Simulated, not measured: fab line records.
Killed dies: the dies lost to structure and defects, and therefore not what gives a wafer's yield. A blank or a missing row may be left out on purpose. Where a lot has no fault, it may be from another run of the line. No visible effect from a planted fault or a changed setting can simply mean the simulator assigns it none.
The tool behind it: which one? / flow sky130 / 6 lots with 18 wafers sampled at 2 steps, on a route of 708 steps

== WHAT THE GAUGES SHOWED, per wafer ==
SKY_METAL4_OVL_MEAS_14.
lot=L309; measured=day 42 23:06; on=overlay-01; METAL4_OVL (nm)=6 -2 -9
lot=L312; measured=day 43 12:58; on=overlay-02; METAL4_OVL (nm)=-3 -1 -13
lot=L313; measured=day 43 23:28; on=overlay-01; METAL4_OVL (nm)=-6 2 -6
lot=L315; measured=day 44 14:49; on=overlay-02; METAL4_OVL (nm)=-10 -9 -11
lot=L317; measured=day 45 08:46; on=overlay-02; METAL4_OVL (nm)=-12 -4 0
lot=L324; measured=day 46 21:02; on=overlay-01; METAL4_OVL (nm)=-3 -8 -9

== TOOL THAT RAN EACH LOT (tool first, then ch and the chambers of the sampled wafers, then the start) ==
lot=L309; SKY_NWELL_STRIP_14=plasma asher-01 ch 1, day 5 04:13
lot=L312; SKY_NWELL_STRIP_14=plasma asher-02 ch 0,1, day 5 19:05
lot=L313; SKY_NWELL_STRIP_14=plasma asher-03 ch 0,1, day 6 01:36
lot=L315; SKY_NWELL_STRIP_14=plasma asher-01 ch 0,1, day 6 16:59
lot=L317; SKY_NWELL_STRIP_14=plasma asher-02 ch 0,1, day 7 03:46
lot=L324; SKY_NWELL_STRIP_14=plasma asher-03 ch 0,1, day 8 18:30
- SKY_NWELL_STRIP_14: strips in O2/N2.

== THE ANSWER, worked out from the rows above alone ==
Rule: usual is defined by the lots themselves. The widest of any qualifying gaps counts: lots, ordered by their means at a reading, are off when they make up no more than a third of the lots, leave a main group of 4 or more, and stand apart from it by 3 or more times the standard deviation of that group's means. If all means in a main group match to the digits the tables above print for the reading, that group is not used. A lot without any number at a reading at which 4 lots or more have one is off too. Where the step has rows for the other lots, those lots are counted as sound.
Nothing can be told from this: no lot is off at any reading shown.

== WHAT HAD BEEN PUT IN BY THE SIMULATOR ==
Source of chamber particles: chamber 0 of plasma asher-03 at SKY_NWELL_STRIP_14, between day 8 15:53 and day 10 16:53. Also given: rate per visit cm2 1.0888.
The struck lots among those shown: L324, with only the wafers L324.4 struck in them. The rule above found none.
